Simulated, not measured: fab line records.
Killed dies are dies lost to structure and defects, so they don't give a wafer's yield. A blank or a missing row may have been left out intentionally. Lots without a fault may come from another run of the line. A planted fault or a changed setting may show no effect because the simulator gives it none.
The tool behind it: which one? | flow sky130 | 34 wafers from 12 lots sampled at 6 of the route's 708 steps

WHAT THE GAUGES SHOWED, per wafer
SKY_CONTACT_RS_MEAS_25: measures by four-point-probe. Usual: CONTACT_W_RS 0.337 ohm/sq, standard deviation 0.0032.
lot  | measured     | on            | CONTACT_W_RS (ohm/sq) | flag
L332 | day 31 14:06 | film metro-02 | 0.334 0.337 0.336     |
L333 | day 32 01:40 | film metro-02 | 0.340 0.340 0.336     |
L334 | day 32 07:24 | film metro-01 | 0.340 0.340 0.337     |
L336 | day 33 14:20 | film metro-01 | 0.340 0.333 0.340     |
L337 | day 33 18:27 | film metro-02 | 0.340 0.335 0.331     |
L338 | day 34 06:46 | film metro-01 | 0.336 0.337 0.337     |
L340 | day 34 14:10 | film metro-04 | 0.339 0.335 0.337     |
L343 | day 35 14:38 | film metro-04 | 0.371 0.376           | OFF
L345 | day 36 05:40 | film metro-04 | 0.333 0.364           | OFF
L347 | day 37 05:04 | film metro-04 | 0.335 0.339 0.335     |
L354 | day 38 19:12 | film metro-04 | 0.332 0.331 0.334     |
L355 | day 38 21:18 | film metro-02 | 0.333 0.335 0.338     |

SKY_CONTACT_THK_MEAS_26: measures by xrf. Usual: CONTACT_W_THK 343 nm, standard deviation 3.7.
lot  | measured     | on            | CONTACT_W_THK (nm) | flag
L332 | day 31 14:13 | film metro-02 | 346 346 346        |
L333 | day 32 01:47 | film metro-02 | 344 343 347        |
L334 | day 32 07:30 | film metro-01 | 340 343 344        |
L336 | day 33 14:26 | film metro-01 | 336 345 338        |
L337 | day 33 18:34 | film metro-02 | 346 348 352        |
L338 | day 34 06:53 | film metro-01 | 344 343 343        |
L340 | day 34 14:17 | film metro-04 | 339 344 340        |
L343 | day 35 14:45 | film metro-04 | 311 305            | OFF
L345 | day 36 05:47 | film metro-04 | 345 313            | OFF
L347 | day 37 05:10 | film metro-04 | 344 340 343        |
L354 | day 38 19:19 | film metro-04 | 347 348 347        |
L355 | day 38 21:25 | film metro-02 | 350 349 347        |

SKY_VIA1_BOW_MEAS_03. Usual: VIA1_BOW 80 um, standard deviation 7.1.
lot  | measured     | on            | VIA1_BOW (um) | flag
L332 | day 32 19:49 | film metro-02 | 89 78 77      |
L333 | day 33 06:46 | film metro-02 | 90 76 82      |
L334 | day 33 12:41 | film metro-02 | 75 80 75      |
L336 | day 34 18:57 | film metro-02 | 86 78 83      |
L337 | day 34 23:05 | film metro-02 | 82 81 70      |
L338 | day 35 11:35 | film metro-01 | 68 69 81      |
L340 | day 35 18:23 | film metro-01 | 79 76 80      |
L343 | day 36 19:06 | film metro-01 | 78 91         |
L345 | day 37 10:16 | film metro-01 | 86 83         |
L347 | day 38 09:05 | film metro-03 | 99 89 83      |
L354 | day 39 22:41 | film metro-01 | 99 89 89      |
L355 | day 40 00:58 | film metro-02 | 86 80 69      |

EACH LOT AND THE TOOL THAT RAN IT (in order: tool; ch and the chambers of the sampled wafers; start)
lot  | SKY_LI_CONTACT_ETCH_14             | SKY_CONTACT_ETCH_18                           | SKY_CONTACT_CVD_24
L332 | rie diel-02 ch 0,1, day 29 02:22   | rie diel-03 ch 1,2, day 31 13:58 or earlier   | cvd w-01 ch 0,1, day 31 13:58
L333 | rie diel-03 ch 0,1,2, day 29 15:34 | rie diel-01 ch 1,2,3, day 32 01:33 or earlier | cvd w-02 ch 0,1, day 32 01:33
L334 | rie diel-01 ch 2,3, day 29 19:41   | rie diel-04 ch 2,3, day 32 07:17 or earlier   | cvd w-02 ch 0,1, day 32 07:17
L336 | rie diel-02 ch 0,1, day 31 04:07   | rie diel-03 ch 2,3, day 33 14:13 or earlier   | cvd w-02 ch 0,1, day 33 14:13
L337 | rie diel-01 ch 0,2, day 31 09:05   | rie diel-03 ch 0,1,3, day 33 18:20 or earlier | cvd w-01 ch 1, day 33 18:20
L338 | rie diel-02 ch 1,2,3, day 31 21:58 | rie diel-01 ch 1,2, day 34 06:38 or earlier   | cvd w-01 ch 0,1, day 34 06:38
L340 | rie diel-03 ch 0,1,3, day 32 05:43 | rie diel-01 ch 0,1,2, day 34 14:03 or earlier | cvd w-01 ch 0,1, day 34 14:03
L343 | rie diel-03 ch 3, day 33 06:23     | rie diel-03 ch 0,2, day 35 14:31 or earlier   | cvd w-01 ch 0,1, day 35 14:31
L345 | rie diel-01 ch 0,2, day 33 21:02   | rie diel-03 ch 0,3, day 36 05:34 or earlier   | cvd w-01 ch 0,1, day 36 05:34
L347 | rie diel-01 ch 1,2,3, day 34 21:28 | rie diel-01 ch 0,2,3, day 37 04:56 or earlier | cvd w-02 ch 0,1, day 37 04:56
L354 | rie diel-01 ch 0,3, day 36 11:26   | rie diel-03 ch 0,1,2, day 38 19:05 or earlier | cvd w-02 ch 0,1, day 38 19:05
L355 | rie diel-01 ch 0,3, day 36 13:04   | rie diel-03 ch 1,2,3, day 38 21:11 or earlier | cvd w-02 ch 0,1, day 38 21:11
- SKY_LI_CONTACT_ETCH_14: etches BARC in N2/H2, stops on SiO2, time 45.9 s, target depth 60 nm.
- SKY_CONTACT_ETCH_18: etches Si3N4 in CHF3/O2, stops on TiN, time 39 s, target depth 75 nm.
- SKY_CONTACT_CVD_24: deposits W, target thk 340 nm, time 102.12 s.

WHAT THE TOOLS THEMSELVES READ (means of the sampled wafers that have a number; where no wafer has one, the mark that the record gives instead)
SKY_LI_CONTACT_ETCH_14. Usual: drypump motor current A 5.7 A, standard deviation 0.39; oes product au 0.855 a.u., standard deviation 0.0049; throttle valve pct 13.226 %, standard deviation 0.0084.
lot  | tool        | drypump motor current A (A) | oes product au (a.u.) | throttle valve pct (%) | flag
L332 | rie diel-02 | 5.3                         | 0.856                 | 13.219                 |
L333 | rie diel-03 | 5.8                         | 0.854                 | 13.220                 |
L334 | rie diel-01 | 6.1                         | 0.857                 | 13.230                 |
L336 | rie diel-02 | 5.3                         | 0.855                 | 13.227                 |
L337 | rie diel-01 | 5.9                         | 0.852                 | 13.225                 |
L338 | rie diel-02 | 5.7                         | 0.847                 | 13.230                 |
L340 | rie diel-03 | 6.0                         | 0.853                 | 13.226                 |
L343 | rie diel-03 | 5.8                         | 0.849                 | 13.224                 |
L345 | rie diel-01 | 5.8                         | 0.858                 | 13.226                 |
L347 | rie diel-01 | 6.0                         | 0.853                 | 13.228                 |
L354 | rie diel-01 | 5.8                         | 0.857                 | 13.229                 |
L355 | rie diel-01 | 5.7                         | 0.856                 | 13.234                 |

SKY_CONTACT_ETCH_18. Usual: drypump motor current A 5.7 A, standard deviation 0.47; oes product au 0.856 a.u., standard deviation 0.0079; throttle valve pct 8.794 %, standard deviation 0.0099.
lot  | tool        | drypump motor current A (A) | oes product au (a.u.) | throttle valve pct (%) | flag
L332 | rie diel-03 | 5.5                         | 0.862                 | 8.807                  |
L333 | rie diel-01 | 6.0                         | 0.857                 | 8.799                  |
L334 | rie diel-04 | 5.4                         | 0.865                 | 8.800                  |
L336 | rie diel-03 | 5.5                         | 0.862                 | 8.800                  |
L337 | rie diel-03 | 6.0                         | 0.857                 | 8.793                  |
L338 | rie diel-01 | 6.1                         | 0.854                 | 8.790                  |
L340 | rie diel-01 | 5.8                         | 0.856                 | 8.798                  |
L343 | rie diel-03 | 5.8                         | 0.863                 | 8.799                  |
L345 | rie diel-03 | 6.1                         | 0.855                 | 8.796                  |
L347 | rie diel-01 | 5.8                         | 0.854                 | 8.793                  |
L354 | rie diel-03 | 5.8                         | 0.855                 | 8.797                  |
L355 | rie diel-03 | 5.5                         | 0.858                 | 8.788                  |

SKY_CONTACT_CVD_24. Usual: heater power w reads 967 W (standard deviation 86).
lot  | tool     | heater power w (W) | flag
L332 | cvd w-01 | 1003               |
L333 | cvd w-02 | 895                |
L334 | cvd w-02 | 880                |
L336 | cvd w-02 | 883                |
L337 | cvd w-01 | 945                |
L338 | cvd w-01 | 989                |
L340 | cvd w-01 | 1030               |
L343 | cvd w-01 | 1022               |
L345 | cvd w-01 | 1000               |
L347 | cvd w-02 | 902                |
L354 | cvd w-02 | 875                |
L355 | cvd w-02 | 884                |

THE ANSWER, worked out from the rows above alone
Rule: a lot is off if the mean of its wafers that have a number lies more than 3 standard deviations from the usual mean. Also off: a lot with no number at a reading for which 4 or more lots have one. All remaining lots with rows at the step are treated as sound. After the gauges, taken in route order, come the tools' own readings; for these a lot's mean is taken, as printed above. At the first step where some lot is off, the reading lying furthest off is the one used; lots without a number count as furthest.
Off: L343, L345, at SKY_CONTACT_RS_MEAS_25 (CONTACT_W_RS).
A tool fits if, at a process step before that reading, it ran every lot that is off, and no sound lot after the first of them. Those tools and the gauges at SKY_CONTACT_RS_MEAS_25 are tried in the same way. With no start given for some of its lots, SKY_CONTACT_ETCH_18 uses the hours and lot order of SKY_CONTACT_CVD_24. One fits: cvd w-01 at SKY_CONTACT_CVD_24. A fault onset in the window from L340 (day 34 14:03, its last sound lot) to L343 (day 35 14:31, its first lot off) fits.

WHAT WAS PUT IN BY THE SIMULATOR
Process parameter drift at SKY_CONTACT_CVD_24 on cvd w-01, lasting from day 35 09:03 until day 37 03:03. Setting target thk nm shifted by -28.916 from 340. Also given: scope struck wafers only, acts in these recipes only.
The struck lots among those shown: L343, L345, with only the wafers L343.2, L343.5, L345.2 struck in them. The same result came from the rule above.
